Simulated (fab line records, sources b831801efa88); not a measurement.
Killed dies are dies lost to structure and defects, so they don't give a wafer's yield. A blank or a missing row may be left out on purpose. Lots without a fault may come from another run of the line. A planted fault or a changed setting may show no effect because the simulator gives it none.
fab line records | flow gf180mcu
record lots=15 wafers=45 last_day=34
route steps=602 shown MVPSD@80 HV_LDD@225 NSD@247 M1@329
lots that met no fault: from a run of the same line without faults
start_h: hours from the record's first day to the start of the lot's first wafer shown | wait_h: hours since the lot's step before | " the same as in the row above | L1.1+2: a row that stands for several wafers | - no value, or no start given | * or withheld: withheld | < > ~ a bound
route shown NAME@n: a module of which the file shows steps, and the number in the route of the first | usual: mean/standard deviation of fault-free wafers | same: alike in all rows | chamber/n: place in a boat | sites: the reading at each site | _std_site: their standard deviation | _edge_site: outer sites' mean less inner sites' | radius_mm: how far each site lies from the wafer's centre | mask NAME#n: copy n | behind: the tool/chamber that last shaped the wafer | hold: why the lot was held/for how many hours/how that ended | device: the transistor (n, p or np) that didn't switch | end of line: the same wafers' tests at the end of the route | a step without rows: its recipe alone | killed: dies lost to structure and defects at the first sort, not the wafer's yield | map: a wafer's dies, x killed, . not, _ none there
set.NAME: the setting as run; set.NAME@STEP: as run at that earlier step | model.NAME: the simulator's own value behind a step, which no gauge read
steps of the route over a sample of lots; a table a step, a row a wafer
services: from which hour (start_h, from the record's first day; less than 0 if before it) a tool's chamber was out of use, for how many hours, and why
## steps
# step GF_MVPSD_COAT_02
# recipe spin_rpm=2000 resist_thk_nm=3000
# usual spin_speed_rpm=1999.8/1.3
# columns lot.wafer tool chamber start_h wait_h spin_speed_rpm
L128.1 litho_track-01 0 95.32 0.1 1999.8
L128.2 " 0 " " 2000.3
L128.3 " 0 " " 1999.7
L129.1 litho_track-04 0 99.24 0.1 1999.5
L129.4 " 0 " " 1999.5
L129.5 " 0 " " 1998.0
L130.2 litho_track-04 0 106.37 0.1 1998.5
L130.3 " 0 " " 1999.4
L130.6 " 0 " " 1999.4
L131.2 litho_track-02 0 113.13 0.1 1999.1
L131.3 " 0 " " 1997.8
L131.5 " 0 " " 2000.9
L132.2 litho_track-02 0 120.23 0.1 1998.4
L132.5 " 0 " " 1998.4
L132.6 " 0 " " 1998.8
L133.1 litho_track-02 0 126.31 0.1 1997.9
L133.2 " 0 " " 2000.9
L133.4 " 0 " " 1998.7
L134.1 litho_track-01 0 129.57 0.1 1999.9
L134.4 " 0 " " 1997.8
L134.5 " 0 " " 1999.5
L135.1 litho_track-02 0 139.71 0.1 1999.1
L135.4 " 0 " " 2002.5
L135.5 " 0 " " 1999.2
L136.1 litho_track-02 0 149.96 0.1 2001.1
L136.4 " 0 " " 1998.0
L136.6 " 0 " " 2001.4
L138.2 litho_track-02 0 154.73 0.1 2001.3
L138.4 " 0 " " 2000.5
L138.6 " 0 " " 2000.5
L145.1 litho_track-01 0 197.82 0.1 1999.7
L145.3 " 0 " " 2001.0
L145.5 " 0 " " 1999.4
L146.1 litho_track-01 0 202.12 0.1 2001.8
L146.2 " 0 " " 1998.7
L146.4 " 0 " " 2000.7
L147.2 litho_track-02 0 208.78 0.1 2003.2
L147.4 " 0 " " 1997.4
L147.6 " 0 " " 2001.7
L149.3 litho_track-02 0 220.61 0.1 1999.1
L149.4 " 0 " " 2000.7
L149.6 " 0 " " 1998.5
L150.2 litho_track-02 0 227.68 0.1 1998.4
L150.5 " 0 " " 2000.7
L150.6 " 0 " " 1998.8
# step GF_MVPSD_STRIP_10
# recipe chemistry=O2/N2 power_w=1400 pressure_mtorr=1500 platen_temp_c=250 o2_flow_sccm=3000 n2_flow_sccm=300 overash_fraction=0.5
# usual drypump_motor_current_A=5.9/0.36 heater_power_w=320/37 oes_product_au=0.723/0.0045 platen_temp_c=250.00/0.19 strip_time_to_endpoint_s=36.89/0.12
# columns lot.wafer tool chamber start_h wait_h drypump_motor_current_A heater_power_w oes_product_au platen_temp_c rf_hours_counter_h strip_time_to_endpoint_s
L128.1 plasma_asher-02 1 102.83 0.1 6.0 335 0.723 250.18 47 37.06
L128.2 " 0 " " 5.8 299 0.719 249.75 47 36.93
L128.3 " 0 " " 5.8 308 0.715 250.27 - 37.04
L129.1 plasma_asher-02 0 107.26 0.1 5.9 302 0.725 249.78 48 37.09
L129.4 " 0 " " 5.9 300 0.722 249.42 - 36.99
L129.5 " 0 " " 5.8 305 0.727 249.67 - 37.23
L130.2 plasma_asher-02 0 114.15 0.1 5.8 310 0.731 250.18 49 37.04
L130.3 " 1 " " 6.0 339 0.724 250.13 - 36.90
L130.6 " 1 " " 6.0 337 0.729 250.22 - 36.98
L131.2 plasma_asher-01 1 120.63 0.1 6.1 313 0.725 250.09 0 36.99
L131.3 " 0 " " 5.4 321 0.720 250.20 - 36.95
L131.5 " 0 " " 5.4 322 0.727 250.03 - 36.88
L132.2 plasma_asher-01 1 128.00 0.1 6.1 317 0.725 249.71 1 36.79
L132.5 " 0 " " 5.4 319 0.724 249.80 - 36.72
L132.6 " 1 " " 6.1 312 0.719 249.88 - 36.75
L133.1 plasma_asher-01 0 134.21 0.1 5.4 323 0.721 250.29 2 36.87
L133.2 " 1 " " 6.1 299 0.727 249.78 2 36.77
L133.4 " 0 " " 5.4 315 0.725 250.13 - 36.88
L134.1 plasma_asher-02 1 137.66 0.1 6.0 336 0.724 249.94 51 37.13
L134.4 " 0 " " 5.8 303 0.726 249.92 - 37.14
L134.5 " 1 " " 6.0 334 0.724 249.81 - 37.03
L135.1 plasma_asher-02 0 148.03 0.1 5.8 300 0.714 249.88 52 14.89
L135.4 " 0 " " 5.8 299 0.720 249.78 - 14.92
L135.5 " 1 " " 6.0 349 0.723 250.16 - 14.90
L136.1 plasma_asher-03 0 159.23 0.1 6.1 245 0.712 249.91 35 14.81
L136.4 " 1 " " 6.7 408 0.722 250.25 - 14.83
L136.6 " 1 " " 6.7 404 0.715 250.16 - 14.81
L138.2 plasma_asher-02 1 163.38 0.1 6.0 344 0.714 250.07 54 14.88
L138.4 " 0 " " 5.8 305 0.711 249.94 - 14.96
L138.6 " 1 " " 6.0 338 0.722 249.87 - 14.93
L145.1 plasma_asher-01 1 206.71 0.1 6.1 317 0.714 250.09 9 36.99
L145.3 " 1 " " 6.1 314 0.711 250.19 - 37.00
L145.5 " 1 " " 6.1 309 0.724 250.15 - 36.99
L146.1 plasma_asher-03 0 211.51 0.1 6.1 249 0.718 249.74 41 36.64
L146.2 " 1 " " 6.7 396 0.721 250.11 41 36.70
L146.4 " 0 " " 6.1 252 0.732 249.92 - 36.79
L147.2 plasma_asher-01 1 218.19 0.1 6.1 307 0.715 249.89 10 36.94
L147.4 " 1 " " 6.1 308 0.725 250.35 - 36.82
L147.6 " 1 " " 6.1 307 0.712 249.83 - 36.83
L149.3 plasma_asher-03 0 230.76 0.1 6.1 249 0.721 250.07 - 36.87
L149.4 " 1 " " 6.7 391 0.721 249.84 - 36.84
L149.6 " 1 " " 6.7 399 0.721 249.99 - 36.75
L150.2 plasma_asher-01 1 237.41 0.1 6.1 305 0.720 249.59 12 36.89
L150.5 " 1 " " 6.1 312 0.724 250.27 - 36.92
L150.6 " 0 " " 5.4 327 0.727 249.83 - 37.04
# step GF_HV_LDD_STRIP_49
# recipe chemistry=O2/N2 power_w=1400 pressure_mtorr=1500 platen_temp_c=250 o2_flow_sccm=3000 n2_flow_sccm=300 overash_fraction=0.5
# usual drypump_motor_current_A=6.0/0.35 heater_power_w=320/40 oes_product_au=0.716/0.0045 platen_temp_c=250.03/0.18 strip_time_to_endpoint_s=12.62/0.037
# columns lot.wafer tool chamber start_h wait_h drypump_motor_current_A heater_power_w oes_product_au platen_temp_c rf_hours_counter_h strip_time_to_endpoint_s
L128.1 plasma_asher-01 1 280.49 0.1 6.1 308 0.716 249.98 17 12.61
L128.2 " 0 " " 5.4 334 0.704 249.87 17 12.63
L128.3 " 0 " " 5.4 317 0.717 249.88 - 12.61
L129.1 plasma_asher-01 0 287.01 0.1 5.4 324 0.719 249.90 17 12.61
L129.4 " 0 " " 5.4 322 0.717 250.35 - 12.57
L129.5 " 0 " " 5.4 321 0.721 250.22 - 12.56
L130.2 plasma_asher-03 0 296.84 0.1 6.1 250 0.715 250.32 49 12.66
L130.3 " 0 " " 6.1 253 0.712 250.08 - 12.63
L130.6 " 1 " " 6.7 404 0.708 249.78 - 12.68
L131.2 plasma_asher-01 1 306.49 0.1 6.1 315 0.713 249.75 19 12.60
L131.3 " 0 " " 5.4 322 0.723 249.93 - 12.59
L131.5 " 0 " " 5.4 317 0.712 249.75 - 12.65
L132.2 plasma_asher-02 0 315.29 0.1 5.8 307 0.720 250.08 70 12.69
L132.5 " 1 " " 6.0 344 0.710 249.89 - 12.67
L132.6 " 0 " " 5.8 299 0.714 250.20 - 12.65
L133.1 plasma_asher-02 0 328.81 0.1 5.8 297 0.722 250.45 72 12.60
L133.2 " 1 " " 6.0 337 0.712 250.02 72 12.61
L133.4 " 0 " " 5.8 303 0.715 250.18 - 12.60
L134.1 plasma_asher-02 0 330.18 0.1 5.8 298 0.725 250.15 72 12.68
L134.4 " 0 " " 5.8 302 0.713 250.22 - 12.68
L134.5 " 1 " " 6.0 341 0.717 250.21 - 12.64
L135.1 plasma_asher-02 1 343.93 0.1 6.0 336 0.714 249.79 73 12.60
L135.4 " 1 " " 6.0 328 0.718 249.98 - 12.59
L135.5 " 1 " " 6.0 343 0.716 249.86 - 12.66
L136.1 plasma_asher-01 0 358.04 0.1 5.4 326 0.716 250.11 24 12.62
L136.4 " 1 " " 6.1 313 0.711 250.04 - 12.61
L136.6 " 1 " " 6.1 317 0.712 250.15 - 12.62
L138.2 plasma_asher-01 1 366.09 0.1 6.1 301 0.723 249.96 25 12.61
L138.4 " 0 " " 5.4 317 0.710 250.23 - 12.56
L138.6 " 1 " " 6.1 313 0.718 249.85 - 12.54
L145.1 plasma_asher-03 0 420.82 0.1 6.1 249 0.725 250.11 63 12.65
L145.3 " 0 " " 6.1 251 0.714 249.86 - 12.62
L145.5 " 0 " " 6.1 252 0.717 249.84 - 12.64
L146.1 plasma_asher-02 0 433.37 0.1 5.8 312 0.718 249.86 0 12.68
L146.2 " 1 " " 6.0 330 0.704 249.93 0 12.64
L146.4 " 1 " " 6.0 334 0.711 249.91 - 12.70
L147.2 plasma_asher-03 1 439.46 0.1 6.7 398 0.712 250.00 65 12.65
L147.4 " 1 " " 6.7 404 0.723 250.06 - 12.67
L147.6 " 0 " " 6.1 248 0.712 250.16 - 12.64
L149.3 plasma_asher-03 0 456.62 0.1 6.1 248 0.716 250.05 - 12.59
L149.4 " 1 " " 6.7 402 0.714 249.85 - 12.59
L149.6 " 0 " " 6.1 250 0.716 250.24 - 12.58
L150.2 plasma_asher-03 1 466.46 0.1 6.7 394 0.721 249.68 68 12.61
L150.5 " 1 " " 6.7 398 0.710 250.04 - 12.63
L150.6 " 0 " " 6.1 253 0.715 249.95 - 12.65
# step GF_NSD_TW_MEAS_12
# usual NSD_TW=4245/29
# columns lot.wafer tool chamber start_h wait_h NSD_TW
L128.1 film_metro-01 - 304.33 0.1 4311
L128.2 " - " " 4301
L128.3 " - " " 4289
L129.1 film_metro-03 - 312.31 0.1 4292
L129.4 " - " " 4264
L129.5 " - " " 4268
L130.2 film_metro-03 - 321.12 0.1 4234
L130.3 " - " " 4262
L130.6 " - " " 4273
L131.2 film_metro-04 - 331.02 0.1 4215
L131.3 " - " " 4227
L131.5 " - " " 4199
L132.2 film_metro-03 - 340.39 0.1 4252
L132.5 " - " " 4263
L132.6 " - " " 4262
L133.1 film_metro-04 - 353.23 0.1 4245
L133.2 " - " " 4239
L133.4 " - " " 4241
L134.1 film_metro-04 - 355.08 0.1 4250
L134.4 " - " " 4256
L134.5 " - " " 4246
L135.1 film_metro-04 - 369.06 0.1 4217
L135.4 " - " " 4227
L135.5 " - " " 4226
L136.1 film_metro-04 - 383.56 0.1 4202
L136.4 " - " " 4180
L136.6 " - " " 4224
L138.2 film_metro-04 - 392.42 0.1 4210
L138.4 " - " " 4209
L138.6 " - " " 4186
L145.1 film_metro-01 - 448.41 0.1 4249
L145.3 " - " " 4251
L145.5 " - " " 4255
L146.1 film_metro-01 - 460.91 0.1 4251
L146.2 " - " " 4255
L146.4 " - " " 4272
L147.2 film_metro-03 - 467.37 0.1 4252
L147.4 " - " " 4249
L147.6 " - " " 4235
L149.3 film_metro-01 - 484.33 0.1 4304
L149.4 " - " " 4299
L149.6 " - " " 4303
L150.2 film_metro-03 - 494.17 0.1 4248
L150.5 " - " " 4258
L150.6 " - " " 4252
# step GF_M1_CD_MEAS_14
# recipe target_cd_nm=230
# usual cd_nm=230.0/1.3
# columns lot.wafer tool chamber start_h wait_h cd_nm
L128.1 cd_sem-02 - 393.80 0.1 229.8
L128.2 " - " " 230.3
L128.3 " - " " 230.1
L129.1 cd_sem-01 - 403.15 0.1 228.8
L129.4 " - " " 227.8
L129.5 " - " " 228.5
L130.2 cd_sem-01 - 413.64 0.1 230.6
L130.3 " - " " 231.5
L130.6 " - " " 231.4
L131.2 cd_sem-01 - 423.89 0.1 229.0
L131.3 " - " " 229.1
L131.5 " - " " 229.8
L132.2 cd_sem-01 - 435.78 0.1 229.6
L132.5 " - " " 229.8
L132.6 " - " " 229.7
L133.1 cd_sem-01 - 450.20 0.1 230.1
L133.2 " - " " 230.0
L133.4 " - " " 231.0
L134.1 cd_sem-01 - 451.50 0.1 228.7
L134.4 " - " " 228.8
L134.5 " - " " 227.0
L135.1 cd_sem-01 - 467.24 0.2 231.5
L135.4 " - " " 231.9
L135.5 " - " " 231.0
L136.1 cd_sem-01 - 483.10 0.2 228.4
L136.4 " - " " 228.7
L136.6 " - " " 227.9
L138.2 cd_sem-02 - 492.27 0.1 229.7
L138.4 " - " " 230.0
L138.6 " - " " 229.4
L145.1 cd_sem-02 - 546.95 0.1 228.9
L145.3 " - " " 227.3
L145.5 " - " " 228.9
L146.1 cd_sem-01 - 558.52 0.1 230.4
L146.2 " - " " 228.9
L146.4 " - " " 230.9
L147.2 cd_sem-02 - 565.34 0.1 230.8
L147.4 " - " " 230.8
L147.6 " - " " 230.9
L149.3 cd_sem-02 - 578.54 0.1 228.6
L149.4 " - " " 229.4
L149.6 " - " " 228.4
L150.2 cd_sem-01 - 589.12 0.1 229.9
L150.5 " - " " 230.5
L150.6 " - " " 229.7
## services
# columns tool chamber start_h hours kind
litho_track-04 - 76.60 - consumable_replace:filter
plasma_asher-02 - 81.70 0.9 repair
litho_track-04 - 106.43 - consumable_replace:filter
plasma_asher-01 - 108.75 9.0 pm
plasma_asher-01 0 108.75 9.0 vent_cycle
plasma_asher-01 1 108.75 9.0 vent_cycle
plasma_asher-01 0 117.75 - clean
plasma_asher-01 1 117.75 - clean
plasma_asher-03 - 197.65 0.9 repair
plasma_asher-03 - 214.13 2.8 pm
plasma_asher-01 - 283.55 2.8 pm
plasma_asher-02 - 421.25 9.0 pm
plasma_asher-02 0 421.25 9.0 vent_cycle
plasma_asher-02 1 421.25 9.0 vent_cycle
plasma_asher-02 0 430.25 - clean
plasma_asher-02 1 430.25 - clean
plasma_asher-01 - 449.42 8.5 repair
plasma_asher-02 - 459.60 0.7 repair
## key
first_sign step=GF_MVPSD_STRIP_10 reading=strip_time_to_endpoint_s direction=down sigmas=99+ usual=* struck=*
effect none on later readings
met_at GF_MVPSD_COAT_02
struck_lots L135,L136,L138
sort_left_out L135.1,L135.4,L135.5,L136.1,L136.4,L136.6,L138.2,L138.4,L138.6
tester_left_out L135,L136,L138
not_acting_at GF_HV_LDD_STRIP_49,GF_NSD_TW_MEAS_12,GF_M1_CD_MEAS_14
onset_between 126.31 139.71
fault kind=process_parameter_drift tool=litho_track-02 chamber=- onset_h=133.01 steps=GF_MVPSD_COAT_02 channel=resist_thk_nm offset=* shape=step end_h=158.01 acts_in=* stated=*
# tester_left_out: of these lots the tester's yield and bins aren't shown, on N5 and GAA mostly nor the transistor test; their killed dies are dies lost to structure and defects alone, not to doping, threshold or leakage, so they don't give the yield
# sort_left_out: the simulated sort isn't trusted on such a fault, so these wafers' sort isn't shown, and their yield isn't known
